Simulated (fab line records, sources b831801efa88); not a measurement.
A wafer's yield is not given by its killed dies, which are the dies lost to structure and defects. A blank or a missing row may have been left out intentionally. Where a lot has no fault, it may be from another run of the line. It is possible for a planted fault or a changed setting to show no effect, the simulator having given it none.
One fault through the eyes of 2 desks | flow gf180mcu | each desk holds nothing but its own numbers, with what lay behind them at the end

== METROLOGY DESK ==
Lot by lot, what the gauges showed, no matter which tool ran the lot: averages of those sampled wafers that carry a number. The brackets show how far a lot's mean lies from the usual mean; more than 4 standard deviations puts the lot out of limits, marked OUT.
Columns: A = cd-nm at GF_HV_LDD_CD_MEAS_46, usual 399.8 nm; B = SALICIDE_TIN_THK at GF_SALICIDE_THK_MEAS_05, usual 20.11 nm
lot  | first seen here | A     | B
L585 | day 12 10:26    | 400.0 | 19.81
L586 | day 12 22:04    | 400.6 | 19.99
L587 | day 13 04:56    | 401.1 | 20.38
L588 | day 13 08:40    | 400.5 | 19.83
L589 | day 13 20:28    | 402.1 | 20.13
L591 | day 14 14:08    | 402.4 | 20.26
L592 | day 14 22:14    | 399.5 | 20.26
L593 | day 15 12:08    | 404.8 | 20.02
L600 | day 17 19:51    | 400.9 | 19.97
L603 | day 18 18:34    | 400.1 | 19.88
L604 | day 19 02:11    | 401.6 | 20.10
L605 | day 19 11:07    | 398.8 | 20.04
L606 | day 19 18:16    | 404.4 | 20.27
L608 | day 20 11:48    | 399.0 | 20.09
This desk's verdict: no lot among the 14 shows anything out of limits.

== DESK OF THE TOOL OWNER: implanter-01 ==
The tool's own readings at GF_HV_LDD_IMPLANT_09: means of the sampled wafers that have a number, for each lot that ran on this tool. The brackets show how far a lot's mean lies from the usual mean; more than 4 standard deviations puts the lot out of limits, marked OUT.
Columns: A = beam-energy-keV at GF_HV_LDD_IMPLANT_09, usual 39.999; B = end-station-pressure-torr at GF_HV_LDD_IMPLANT_09, usual 5.5e-06 Torr
lot  | first seen here | A                        | B
L588 | day 10 23:05    | 39.995                   | 5.6e-06
L589 | day 11 09:08    | 39.988                   | 5.6e-06
L591 | day 12 00:21    | 39.999                   | 5.6e-06
L593 | day 12 19:52    | 40.004                   | 5.1e-06
L600 | day 14 22:08    | 39.994                   | 5.6e-06
L603 | day 15 19:47    | 43.011 (+99 or more) OUT | 5.4e-06
L605 | day 16 10:31    | 43.015 (+99 or more) OUT | 5.7e-06
This desk finds L603, L605 out of limits, L603 being first, at day 15 19:47 (beam-energy-keV at GF_HV_LDD_IMPLANT_09). In limits: L588, L589, L591, L593, L600.

== ALL TOGETHER ==
The tool owner's desk had the chance to raise an alarm at day 15 19:47 on L603, L605.
Nothing out of limits was seen by the metrology desk.
The metrology desk holds a record of L603, L605, inside its limits.
Every lot named ran GF_HV_LDD_IMPLANT_09 on implanter-01.

== WHAT WAS PUT IN BY THE SIMULATOR ==
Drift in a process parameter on implanter-01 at GF_HV_LDD_IMPLANT_09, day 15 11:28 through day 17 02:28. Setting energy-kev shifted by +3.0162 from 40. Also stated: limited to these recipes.
Struck lots among those shown: L603, L605.
How many hours passed from the start of the fault until each desk's first out-of-limits reading: the tool owner's desk, 8.
